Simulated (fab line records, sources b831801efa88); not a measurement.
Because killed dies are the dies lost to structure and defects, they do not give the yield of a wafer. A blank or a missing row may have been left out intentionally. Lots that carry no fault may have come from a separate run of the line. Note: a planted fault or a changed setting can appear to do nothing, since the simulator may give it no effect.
Code-filled problem report in 8D (eight disciplines) form || flow sky130 || the parts of the form that need people (team, actions taken, sign-off) are left out

1. WHAT IS WRONG
At SKY_VT_ADJUST_HVTP_SOFTBAKE_03, heater power total W averages 55.15 W over 9 wafers from 3 lots, while fault-free wafers read 56.60 W, standard deviation 0.048. Relative to the usual mean, that is a shift of -30 standard deviations.
The step: time 60 s.
Earliest sighting: wafer L848.1 on litho track-03 at day 9 19:35. The record has a number at this step for 42 wafers belonging to 14 lots. By rule, "out" or "out of limits" means more than 4 standard deviations away from the usual mean. The rest of the wafers with a number are treated as sound.

2. WHAT IT IS; WHAT IT IS NOT
{"question": "which readings at this step", "is": "heater power total W, plate temp C", "is not": "-"}
{"question": "which lots", "is": "L848, L849, L850", "is not": "L832, L833, L835, L836, L839, L845, L851, L852, L853, L854, L855"}
{"question": "which wafers of those lots", "is": "all that have a number", "is not": "-"}
{"question": "read on which tools", "is": "litho track-03", "is not": "litho track-02, litho track-04"}
{"question": "when", "is": "from day 9 19:35", "is not": "up to then (18 sound wafers); but 15 sound wafers of L851, L852, L853, L854, L855 came after"}

3. SUSPECTS, AND WHAT RULES EACH OUT
Counting: a tool stays on the suspect list if, at a process step up to the reading, it processed all lots that are out and no sound lot following the first of them.
- litho track-03 at SKY_VT_ADJUST_HVTP_SOFTBAKE_03 (time 60 s): kept. All lots that are out passed through it, beginning with L848 at day 9 19:35, and no sound lot followed; its final sound lot before that point was L836 at day 6 17:16. Its own readings are out on those wafers: heater power total W, plate temp C.
Remaining after the count: litho track-03 at SKY_VT_ADJUST_HVTP_SOFTBAKE_03.

4. THE CAUSE (what the simulator had put in)
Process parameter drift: litho track-03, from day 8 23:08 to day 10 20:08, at SKY_VT_ADJUST_HVTP_SOFTBAKE_03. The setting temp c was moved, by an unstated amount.
This tool alone remained once counting was done.

5. THE CHAIN OF EFFECTS, in route order
Each row: a reading whose mean over the struck wafers that have a number lies more than 3 standard deviations from the usual. Scope: only readings with a usual standard deviation given in the record; hours: median across lots of the time from each lot's start at the first step in this table that gives one to its start at this step; sigmas: change in usual standard deviations.
{"hours": 0, "step": "SKY_VT_ADJUST_HVTP_SOFTBAKE_03", "reading": "heater power total W", "usual": "56.60 W", "on struck wafers": 55.15, "change": -1.45, "sigmas": -30}
{"hours": 0, "step": "SKY_VT_ADJUST_HVTP_SOFTBAKE_03", "reading": "plate temp C", "usual": "90.01 C", "on struck wafers": 88.36, "change": -1.65, "sigmas": -14}
Here are the process steps it includes:
- SKY_VT_ADJUST_HVTP_SOFTBAKE_03: time 60 s.
Later measuring or inspecting steps at which every struck wafer that the step has a row for has a number for every such reading, and none has moved that far: SKY_SONOS_TUNNEL_OVL_MEAS_08, SKY_SONOS_TUNNEL_TW_MEAS_12.

6. WHAT WOULD HAVE CAUGHT IT SOONER
The fault began at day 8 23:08; the first out-of-limits reading in this record came at day 9 19:35, 20 hours later.
